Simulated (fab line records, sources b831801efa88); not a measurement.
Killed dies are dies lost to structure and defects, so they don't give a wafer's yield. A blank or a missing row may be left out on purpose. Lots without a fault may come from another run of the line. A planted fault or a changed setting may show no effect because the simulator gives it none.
Chamber matching | flow sfq_line | SFQ_TRILAYER_I2_CMP_CMP_064 on cmp-02: 4 sister chambers
The step polishes SiO2. 4 wafers are shown with their chamber, then 7 later ones without.

WAFERS WITH THEIR CHAMBER
wafer  | chamber | motor_current_A (A)
L370.5 | 3       | 12.7
L380.1 | 0       | 8.8
L381.2 | 1       | 10.3
L381.5 | 2       | 10.5

WAFERS WITHOUT THEIR CHAMBER
wafer  | motor_current_A (A)
L381.6 | 12.0
L383.2 | 12.2
L383.3 | 10.5
L383.4 | 8.7
L384.1 | 11.4
L384.5 | 12.1
L384.6 | 10.2

WHICH CHAMBER EACH WENT THROUGH
wafer  | from the rows above          | in truth
L381.6 | can't be placed: 3 or 2 or 1 | 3
L383.2 | 3                            | 3
L383.3 | can't be placed: 2 or 1      | 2
L383.4 | 0                            | 0
L384.1 | can't be placed: 2 or 1 or 3 | 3
L384.5 | can't be placed: 3 or 2      | 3
L384.6 | can't be placed: 1 or 2      | 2
Placed correctly: 2 of 7. Can't be placed from these rows: 5 (the true chamber is among the candidates in 5). Placed wrongly: 0.
How it was worked out, from the rows above alone: a wafer's distance from a chamber is the root of the sum, over the readings, of the square of ((its reading less the chamber's mean) divided by the reading's scatter). The wafer belongs to the nearest chamber; if the next one is less than 2 further off, it can't be placed. A chamber's mean is the mean of its shown wafers. The scatter: with one shown wafer a chamber, the root of the mean of the squares of how far each hidden wafer lies from its nearest shown one.
